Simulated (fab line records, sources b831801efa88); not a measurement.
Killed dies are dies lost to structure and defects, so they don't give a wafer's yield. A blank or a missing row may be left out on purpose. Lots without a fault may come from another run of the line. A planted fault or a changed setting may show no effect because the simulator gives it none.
A struck lot beside a sound one | flow sky130 | 15 steps out of a route of 708
Sound: wafers L530.2, L530.3, L530.6. Struck: wafers L541.2, L541.4, L541.5. The cause comes at the end.
At each step with rows: each side's tool, then ch and its chambers, then its first start. Under that, the readings that differ: sound wafers | struck wafers | difference of the means | sigmas: that difference in standard deviations of wafers without a fault.
alike: readings whose means differ by less than 2 such deviations, and words and numbers that are the same on both sides. not compared: withheld readings, readings that some wafer has no value for, bounds like >300 that may hide the same value, and numbers for which the record gives no deviation and whose values overlap.
The two part at a step that has a row with sigmas, a row that says differs or no value, or rows on one side only. Numbers that don't overlap but have no deviation are shown without sigmas and don't part them. A reading that every wafer of one side lacks parts them only if that side has two wafers or more.

first, 2 steps without rows for these wafers: SKY_LDD_HVP_PEB_05; SKY_LDD_HVP_DEVELOP_06 (develop time 57.81 s).
SKY_LDD_HVP_OVL_MEAS_07:
  sound on overlay-02, day 22 16:55; struck on overlay-02, day 26 19:17
  alike: LDD_HVP_OVL
then, 1 step without rows for these wafers: SKY_LDD_HVP_IMPLANT_08.
SKY_LDD_HVP_STRIP_09: strips in O2/N2.
  sound on plasma_asher-02 ch 0,1, day 22 17:06; struck on plasma_asher-04 ch 0,1, day 26 19:28
  alike: drypump_motor_current_A, oes_product_au, strip_time_to_endpoint_s
  not compared: rf_hours_counter_h
SKY_LDD_HVP_TW_MEAS_10:
  sound on film_metro-02, day 22 17:13; struck on film_metro-02, day 26 19:34
  alike: LDD_HVP_TW
then, 6 steps without rows for these wafers: SKY_LDD_LDN_DEHYDRATE_00 (time 60 s); SKY_LDD_LDN_HMDS_01 (prime time 60 s); SKY_LDD_LDN_COAT_02 (resist thk 1140 nm); SKY_LDD_LDN_SOFTBAKE_03 (time 60 s); SKY_LDD_LDN_EXPOSE_04 (exposes mask LDNTM, target cd 700 nm); SKY_LDD_LDN_PEB_05.
SKY_LDD_LDN_DEVELOP_06: develop time 60 s.
  sound on litho_track-01 ch 0, day 23 22:59; struck on litho_track-01 ch 0, day 27 23:47
  reading              | sound             | struck            | difference | sigmas
  developer_temp_C (C) | 22.81 23.01 23.02 | 21.93 22.04 22.14 | -0.91      | -8
SKY_LDD_LDN_OVL_MEAS_07:
  sound on overlay-01, day 23 23:07; struck on overlay-01, day 27 23:55
  alike: LDD_LDN_OVL
-- the record jumps here: 21 days lie between the struck wafers' starts before and after (it left off in module LDD_LDN and takes up again in module PAD_OPEN, whose first step shown is number 708 of the route) --
SKY_PAD_OPEN_PROBE_99:
  sound on prober-02, day 46 11:31; struck on prober-02, day 49 05:29
  reading            | sound    | struck   | difference | sigmas
  killed_at_contacts | 21 33 22 | 33 34 43 | +11        | +2
  alike: killed_at_M0_to_M3, killed_at_M4_up, killed_at_front_end, killed_at_other, killed_dies, killed_open, killed_short

WHERE THEY PART
First at SKY_LDD_LDN_DEVELOP_06; last, within this record, at SKY_PAD_OPEN_PROBE_99.

WHY: what the simulator had put in
Process parameter drift: litho_track-01, from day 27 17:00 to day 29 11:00, at SKY_LDD_LDN_DEVELOP_06. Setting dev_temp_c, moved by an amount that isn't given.
